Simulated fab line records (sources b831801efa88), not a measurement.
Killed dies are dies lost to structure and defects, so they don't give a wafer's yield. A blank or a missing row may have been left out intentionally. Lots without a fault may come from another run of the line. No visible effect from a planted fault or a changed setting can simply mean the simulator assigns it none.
A struck lot beside a sound one	flow sky130	13 out of 708 route steps
Sound: wafers L535.2, L535.3, L535.5. Struck: wafers L543.4, L543.5, L543.6. At the end, the cause is stated.
At each step with rows: each side's tool, then ch and its chambers, then its first start. Under that, the readings that differ: sound wafers	struck wafers	difference of the means	sigmas: that difference in standard deviations of wafers without a fault.
alike: readings whose means differ by less than 2 such deviations, and words and numbers that are the same on both sides. not compared: withheld readings, readings that some wafer has no value for, bounds like >300 that may hide the same value, and numbers for which the record gives no deviation and whose values overlap.
A row with sigmas, a row that says differs or no value, or rows on one side alone: a step with any of these is where the two part. Numbers that don't overlap but have no deviation are shown without sigmas and don't part them. A reading missing from all wafers of one side parts the sides only when that side holds two or more wafers.

SKY_NWELL_TW_MEAS_26:
  sound: film metro-01 at day 5 12:02; struck: film metro-01 at day 7 16:09
  alike: NWELL_2_TW
then, 1 step without rows for these wafers: SKY_NWELL_CLEAN_27 (cleans in SC1/SC2, time 150 s).
SKY_NWELL_RTA_28: time 30 s.
  sound on rtp anneal-01 ch 0, day 5 12:10; struck on rtp anneal-02 ch 0, day 7 16:17
  alike: lamp power pct, ramp down c per s, wafer_temp_C_max
SKY_NWELL_RS_MEAS_29: a four-point-probe measurement.
  sound: film metro-01 at day 5 12:16; struck: film metro-01 at day 7 16:23
  alike: NWELL_RS
SKY_NWELL_RS_MEAS_31: a four-point-probe measurement.
  sound: film metro-01 at day 5 12:30; struck: film metro-01 at day 7 16:38
reading	sound	struck	difference	sigmas
PWDE_RS (ohm/sq)	5288 5310 5288	5256 5253 5258	-40	-2
then, 6 steps without rows for these wafers: SKY_VT_ADJUST_HVTP_DEHYDRATE_00 (time 60 s); SKY_VT_ADJUST_HVTP_HMDS_01 (prime time 60 s); SKY_VT_ADJUST_HVTP_COAT_02 (resist thk 1140 nm); SKY_VT_ADJUST_HVTP_SOFTBAKE_03 (time 60 s); SKY_VT_ADJUST_HVTP_EXPOSE_04 (exposes mask HVTPM, target cd 380 nm); SKY_VT_ADJUST_HVTP_PEB_05.
SKY_VT_ADJUST_HVTP_DEVELOP_06: develop time 60 s.
  struck on litho track-03, day 8 12:38; sound on litho track-02 ch 0, day 6 05:52
  no value came back on the struck wafers for chill plate temp C (C), develop time s (s); on the sound wafers chill plate temp C (C) reads 23.16 23.00 22.83
SKY_VT_ADJUST_HVTP_CD_MEAS_07: the cd target is 380 nm.
  sound: cd sem-01 at day 6 06:01; struck: cd sem-02 at day 8 12:47
reading	sound	struck	difference	sigmas
cd nm (nm)	386.4 381.9 384.0	- - -	no value on the struck wafers	

## WHERE THEY PART
Last at SKY_VT_ADJUST_HVTP_CD_MEAS_07 as far as this record goes, first at SKY_NWELL_RS_MEAS_31.

WHY: whatever the simulator had introduced
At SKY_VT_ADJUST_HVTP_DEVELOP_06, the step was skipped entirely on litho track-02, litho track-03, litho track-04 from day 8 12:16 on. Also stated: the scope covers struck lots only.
